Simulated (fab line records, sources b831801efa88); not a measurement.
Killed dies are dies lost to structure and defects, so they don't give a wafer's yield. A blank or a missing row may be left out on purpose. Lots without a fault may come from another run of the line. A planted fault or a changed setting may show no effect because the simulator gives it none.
Which tool did it? | flow sky130 | 14 lots, 42 wafers sampled, at 3 steps of a route of 708

WHAT THE GAUGES READ, wafer by wafer
SKY_SD_N_TW_MEAS_12. Usual: SD_N_TW 3956, standard deviation 30.
lot  | measured     | on            | SD_N_TW        | flag
L880 | day 27 13:22 | film_metro-03 | 4018 4019 4014 |
L882 | day 28 13:23 | film_metro-04 | 3932 3928 3917 |
L884 | day 29 11:48 | film_metro-04 | 3917 3936 3917 |
L885 | day 29 19:06 | film_metro-03 | 3989 3984 3976 |
L887 | day 30 15:55 | film_metro-04 | 3923 3925 3919 |
L889 | day 31 01:47 | film_metro-03 | 3998 4008 3997 |
L890 | day 31 09:25 | film_metro-04 | 3961 3962 3960 |
L891 | day 31 16:19 | film_metro-03 | 3976 3975 3967 |
L892 | day 32 02:26 | film_metro-02 | 3965 3953 3960 |
L895 | day 32 23:45 | film_metro-04 | 3950 3949 3957 |
L898 | day 34 00:24 | film_metro-04 | 29 29 30       | OFF
L899 | day 34 07:11 | film_metro-03 | 30 30 30       | OFF
L902 | day 35 04:40 | film_metro-03 | 3982 3972 3986 |
L903 | day 35 11:34 | film_metro-02 | 3997 3954 3989 |

WHICH TOOL RAN EACH LOT (tool, then ch and the chambers of the sampled wafers, then the start)
lot  | SKY_RES_XHIGH_STRIP_08               | SKY_SD_N_STRIP_11
L880 | plasma_asher-03 ch 0,1, day 26 08:04 | plasma_asher-03 ch 0,1, day 27 13:17
L882 | plasma_asher-03 ch 0,1, day 27 08:23 | plasma_asher-02 ch 0,1, day 28 13:17
L884 | plasma_asher-02 ch 0,1, day 28 06:48 | plasma_asher-03 ch 0,1, day 29 11:43
L885 | plasma_asher-03 ch 0,1, day 28 14:26 | plasma_asher-01 ch 0,1, day 29 18:59
L887 | plasma_asher-03 ch 0,1, day 29 11:00 | plasma_asher-01 ch 0,1, day 30 15:50
L889 | plasma_asher-03 ch 0,1, day 29 21:17 | plasma_asher-01 ch 0, day 31 01:41
L890 | plasma_asher-03 ch 0,1, day 30 05:38 | plasma_asher-03 ch 0,1, day 31 09:18
L891 | plasma_asher-03 ch 0,1, day 30 13:52 | plasma_asher-01 ch 0,1, day 31 16:12
L892 | plasma_asher-03 ch 0,1, day 30 22:59 | plasma_asher-02 ch 0,1, day 32 02:20
L895 | plasma_asher-03 ch 1, day 31 19:38   | plasma_asher-03 ch 0,1, day 32 23:38
L898 | plasma_asher-04 ch 0,1, day 32 21:02 | plasma_asher-03 ch 0,1, day 34 00:17
L899 | plasma_asher-03 ch 1, day 33 05:04   | plasma_asher-02 ch 0,1, day 34 07:05
L902 | plasma_asher-02 ch 0,1, day 34 01:47 | plasma_asher-01 ch 0,1, day 35 04:35
L903 | plasma_asher-02 ch 0,1, day 34 09:21 | plasma_asher-03 ch 0,1, day 35 11:28
- SKY_RES_XHIGH_STRIP_08: strips in O2/N2.
- SKY_SD_N_STRIP_11: strips in O2/N2.

WHAT THE TOOLS THEMSELVES READ (means of the sampled wafers that have a number; where no wafer has one, the mark that the record gives instead)
SKY_RES_XHIGH_STRIP_08. Usual: chamber_pressure_mTorr 1499.9 mTorr, standard deviation 1.4; drypump_motor_current_A 5.8 A, standard deviation 0.44; oes_product_au 0.711 a.u., standard deviation 0.0043; strip_time_to_endpoint_s 14.28 s, standard deviation 0.044.
lot  | tool            | chamber_pressure_mTorr (mTorr) | drypump_motor_current_A (A) | oes_product_au (a.u.) | strip_time_to_endpoint_s (s) | flag
L880 | plasma_asher-03 | 1500.0                         | 5.8                         | 0.711                 | 14.23                        |
L882 | plasma_asher-03 | 1499.7                         | 5.8                         | 0.710                 | 14.24                        |
L884 | plasma_asher-02 | 1499.6                         | 6.0                         | 0.710                 | 14.28                        |
L885 | plasma_asher-03 | 1499.5                         | 5.8                         | 0.710                 | 14.19                        |
L887 | plasma_asher-03 | 1500.3                         | 5.8                         | 0.715                 | 14.31                        |
L889 | plasma_asher-03 | 1499.8                         | 5.8                         | 0.710                 | 14.30                        |
L890 | plasma_asher-03 | 1499.7                         | 5.8                         | 0.712                 | 14.31                        |
L891 | plasma_asher-03 | 1500.8                         | 5.8                         | 0.708                 | 14.23                        |
L892 | plasma_asher-03 | 1499.7                         | 5.8                         | 0.710                 | 14.29                        |
L895 | plasma_asher-03 | 1499.9                         | 5.9                         | 0.713                 | 14.30                        |
L898 | plasma_asher-04 | -                              | -                           | -                     | -                            | OFF
L899 | plasma_asher-03 | -                              | -                           | -                     | -                            | OFF
L902 | plasma_asher-02 | 1499.7                         | 5.5                         | 0.711                 | 14.27                        |
L903 | plasma_asher-02 | 1499.3                         | 6.0                         | 0.710                 | 14.26                        |

SKY_SD_N_STRIP_11. Usual: chamber_pressure_mTorr 1499.9 mTorr, standard deviation 1.5; drypump_motor_current_A 5.9 A, standard deviation 0.4; oes_product_au 0.528 a.u., standard deviation 0.0047; strip_time_to_endpoint_s 22.56 s, standard deviation 0.037.
lot  | tool            | chamber_pressure_mTorr (mTorr) | drypump_motor_current_A (A) | oes_product_au (a.u.) | strip_time_to_endpoint_s (s) | flag
L880 | plasma_asher-03 | 1500.7                         | 5.8                         | 0.529                 | 22.54                        |
L882 | plasma_asher-02 | 1500.7                         | 5.5                         | 0.530                 | 22.59                        |
L884 | plasma_asher-03 | 1500.6                         | 5.8                         | 0.528                 | 22.58                        |
L885 | plasma_asher-01 | 1500.9                         | 6.0                         | 0.529                 | 22.57                        |
L887 | plasma_asher-01 | 1499.7                         | 6.0                         | 0.525                 | 22.53                        |
L889 | plasma_asher-01 | 1499.2                         | 6.1                         | 0.528                 | 22.57                        |
L890 | plasma_asher-03 | 1500.1                         | 5.8                         | 0.529                 | 22.51                        |
L891 | plasma_asher-01 | 1500.1                         | 6.0                         | 0.533                 | 22.60                        |
L892 | plasma_asher-02 | 1499.9                         | 5.9                         | 0.527                 | 22.60                        |
L895 | plasma_asher-03 | 1500.3                         | 5.8                         | 0.528                 | 22.59                        |
L898 | plasma_asher-03 | 1499.7                         | 5.8                         | 0.621                 | 39.45                        | OFF
L899 | plasma_asher-02 | 1498.6                         | 5.5                         | 0.613                 | 39.54                        | OFF
L902 | plasma_asher-01 | 1501.2                         | 6.1                         | 0.530                 | 22.49                        |
L903 | plasma_asher-03 | 1501.2                         | 5.8                         | 0.526                 | 22.53                        |

THE ANSWER, worked out from the rows above alone
Rule: a lot is off if the mean of its wafers that have a number lies more than 3 standard deviations from the usual mean. A lot without any number at a reading at which 4 lots or more have one is off too. The other lots that the step has rows for count as sound. The gauges are gone through in route order, then the tools' own readings, and for those a lot's mean is taken as printed above. The first step at which some lot is off is used, and at that step the reading that is off furthest; a lot without a number counts as furthest.
Off: L898, L899, at SKY_SD_N_TW_MEAS_12 (SD_N_TW).
A tool fits if, at a process step before that reading, it ran every lot that is off, and no sound lot after the first of them. The gauges at SKY_SD_N_TW_MEAS_12 aren't tried: what is off there is off at SKY_RES_XHIGH_STRIP_08 too, on other tools, and a gauge's error can't cause that. None of those tried fits.

WHAT THE SIMULATOR HAD PUT IN
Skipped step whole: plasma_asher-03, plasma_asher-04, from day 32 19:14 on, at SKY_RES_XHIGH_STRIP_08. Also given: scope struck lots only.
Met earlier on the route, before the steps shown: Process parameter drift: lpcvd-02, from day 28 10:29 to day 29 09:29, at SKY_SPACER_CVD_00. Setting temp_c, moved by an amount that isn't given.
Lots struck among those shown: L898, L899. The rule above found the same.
